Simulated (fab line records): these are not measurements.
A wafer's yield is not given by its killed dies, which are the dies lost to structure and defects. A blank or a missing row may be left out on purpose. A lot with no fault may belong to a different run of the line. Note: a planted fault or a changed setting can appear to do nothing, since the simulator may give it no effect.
A lot that was struck, set against a sound lot    flow sky130    35 steps out of a route of 708
Sound: these wafers, L758.1, L758.4, L758.5. Struck: wafer L760.3 (left out: L760.1, L760.4 of the same lot, which were not struck); the cause appears at the end.
Order at every step that has rows: each side's tool, ch and its chambers, its first start. Under that, the readings that differ: sound wafers    struck wafers    difference of the means    sigmas: that difference in standard deviations of wafers without a fault.
alike: readings whose means differ by less than 2 such deviations, and words and numbers that are the same on both sides. not compared: withheld readings, readings that some wafer has no value for, bounds like >300 that may hide the same value, and numbers for which the record gives no deviation and whose values overlap.
A row with sigmas, a row that says differs or no value, or rows on one side alone: a step with any of these is where the two part. When numbers do not overlap yet have no deviation, they are printed without sigmas and do not part them. A reading missing from all wafers of one side parts the sides only when that side holds two or more wafers.

first, 10 steps without rows for these wafers: SKY_CONTACT_DEHYDRATE_06 (time 60 s); SKY_CONTACT_HMDS_07 (prime time 60 s); SKY_CONTACT_COAT_08 (resist thk 60 nm); SKY_CONTACT_COAT_09 (resist thk 450 nm); SKY_CONTACT_SOFTBAKE_10 (time 90 s); SKY_CONTACT_EXPOSE_11 (exposes mask CTM1, target cd 170 nm); SKY_CONTACT_PEB_12; SKY_CONTACT_DEVELOP_13 (develop time 60 s); SKY_CONTACT_ETCH_16 (etches BARC in N2/H2, stops on SiO2, time 45.9 s, target depth 60 nm); SKY_CONTACT_ETCH_17 (etches SiO2 in C4F8/O2/Ar, stops on Si3N4, target depth 340 nm).
SKY_CONTACT_ETCH_18: etches Si3N4 in CHF3/O2, stops on TiN, time 39 s, target depth 75 nm.
  sound on rie diel-04 ch 0,3, day 36 23:00; struck on rie diel-04 ch 2, day 37 05:00
  alike: chamber pressure mTorr, drypump motor current A, oes product au, throttle valve pct
  not compared: rf hours counter h
then, 23 steps without rows for these wafers: SKY_CONTACT_STRIP_19 (strips in O2/N2); SKY_CONTACT_STRIP_20 (strips in post etch residue remover, time 1200 s); SKY_CONTACT_CLEAN_21 (cleans in IPA, time 180 s); SKY_CONTACT_CLEAN_22 (cleans in O3/DIW); SKY_CONTACT_SPUTTER_23 (material TiN, target thk 20 nm, time 80 s); SKY_CONTACT_CVD_24 (deposits W, target thk 340 nm, time 102.12 s); SKY_CONTACT_CMP_27 (polishes, stops on SiO2, t overpolish 15 s, target thk 0 nm); SKY_METAL1_SPUTTER_00 (material Ti, target thk 15 nm, time 10 s); SKY_METAL1_SPUTTER_01 (material TiN, target thk 20 nm, time 16.7 s); SKY_METAL1_SPUTTER_02 (material AlCu, target thk 250 nm, time 13.3 s); SKY_METAL1_SPUTTER_03 (material Ti, target thk 5 nm, time 3.3 s); SKY_METAL1_SPUTTER_04 (material TiN, target thk 70 nm, time 58.3 s); SKY_METAL1_DEHYDRATE_07 (time 60 s); SKY_METAL1_HMDS_08 (prime time 60 s); SKY_METAL1_COAT_09 (resist thk 60 nm); SKY_METAL1_COAT_10 (resist thk 450 nm); SKY_METAL1_SOFTBAKE_11 (time 90 s); SKY_METAL1_EXPOSE_12 (exposes mask MM1, target cd 140 nm); SKY_METAL1_PEB_13; SKY_METAL1_DEVELOP_14 (develop time 60 s); SKY_METAL1_DESCUM_17 (chemistry O2, time 8 s); SKY_METAL1_ETCH_18 (etches BARC in N2/H2, stops on SiO2, time 45.9 s, target depth 60 nm); SKY_METAL1_METAL_ETCH_19 (etches the open film in Cl2/BCl3, stops on SiO2, target depth 360 nm, time 78 s).
-- the record jumps here: 13 days lie between the struck wafers' starts before and after (it left off in module METAL1 and takes up again in module PAD_OPEN, whose first step shown is number 708 of the route) --
SKY_PAD_OPEN_PROBE_99:
  record: rows for the struck wafers here (prober-01, day 50 00:20), none for the sound ones

## WHERE THEY PART
Only at SKY_PAD_OPEN_PROBE_99, as far as this record shows.

WHY: the cause the simulator had injected
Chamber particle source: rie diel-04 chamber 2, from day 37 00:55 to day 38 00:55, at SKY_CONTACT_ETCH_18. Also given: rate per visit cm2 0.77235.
